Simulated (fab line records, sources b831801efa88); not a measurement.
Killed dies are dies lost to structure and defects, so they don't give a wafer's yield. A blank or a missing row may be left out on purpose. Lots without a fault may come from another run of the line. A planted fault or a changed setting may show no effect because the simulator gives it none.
One fault seen from 2 desks | flow gf180mcu | each desk has only its own numbers; what lay behind them comes last

THE METROLOGY DESK
What the gauges read, lot by lot, whatever tool the lot ran on: means of the sampled wafers that have a number. A lot is out of limits, marked OUT, if its mean lies more than 4 standard deviations from the usual mean; the brackets give that distance.
Columns: A = MIM_ALCU_THK at GF_MIM_THK_MEAS_11, usual 208.9 nm; B = V5_CVD_00_THK at GF_V5_THK_MEAS_01, usual 300.3 nm
lot  | first seen here | A     | B
L702 | day 25 04:17    | 207.3 | 297.4
L704 | day 25 22:14    | 208.3 | 293.2
L705 | day 25 22:15    | 210.2 | 301.3
L706 | day 26 00:26    | 208.2 | 302.4
L708 | day 26 13:56    | 210.0 | 299.3
L711 | day 27 12:47    | 211.9 | 300.1
L712 | day 27 19:53    | 207.7 | 303.3
L716 | day 28 18:49    | 207.7 | 300.4
L717 | day 29 07:25    | 207.4 | 302.4
L718 | day 29 16:34    | 211.4 | 300.8
L719 | day 29 22:11    | 208.7 | 299.0
L721 | day 30 06:47    | 209.5 | 300.3
L723 | day 30 17:37    | 210.2 | 303.5
L724 | day 31 01:05    | 208.1 | 301.6
This desk's finding: nothing out of limits on any of the 14 lots.

THE TOOL OWNER'S DESK: litho_track-02
The tool's own readings at GF_HV_LDD_SOFTBAKE_27 (time 60 s): means of the sampled wafers that have a number, for each lot that ran on this tool. A lot is out of limits, marked OUT, if its mean lies more than 4 standard deviations from the usual mean; the brackets give that distance.
Columns: A = chill_plate_temp_C at GF_HV_LDD_SOFTBAKE_27, usual 22.98 C; B = heater_power_total_W at GF_HV_LDD_SOFTBAKE_27, usual 56.60 W; C = plate_temp_C at GF_HV_LDD_SOFTBAKE_27, usual 89.97 C
lot  | first seen here | A     | B               | C
L702 | day 11 23:47    | 22.93 | 56.57           | 90.02
L704 | day 12 12:38    | 23.11 | 56.61           | 89.82
L708 | day 13 03:35    | 22.96 | 56.62           | 89.92
L716 | day 15 10:59    | 23.07 | 56.64           | 89.90
L718 | day 16 04:28    | 22.95 | 55.20 (-29) OUT | 88.57 (-12) OUT
L719 | day 16 14:05    | 22.93 | 55.26 (-28) OUT | 88.41 (-13) OUT
L721 | day 17 01:29    | 23.04 | 55.29 (-27) OUT | 88.51 (-12) OUT
This desk's finding: out of limits on L718, L719, L721; first on L718, day 16 04:28 (heater_power_total_W at GF_HV_LDD_SOFTBAKE_27). In limits: L702, L704, L708, L716.

PUT TOGETHER
The tool owner's desk could have raised an alarm at day 16 04:28, on L718, L719, L721.
The metrology desk saw nothing out of limits.
The metrology desk has L718, L719, L721 on record, within its limits.
Of the lots named, all ran GF_HV_LDD_SOFTBAKE_27 on litho_track-02.

WHAT THE SIMULATOR HAD PUT IN
Process parameter drift: litho_track-02, from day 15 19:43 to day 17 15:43, at GF_HV_LDD_SOFTBAKE_27. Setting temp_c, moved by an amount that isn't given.
Lots struck among those shown: L718, L719, L721.
Hours from the fault's start to each desk's first reading out of limits: the tool owner's desk, 9.
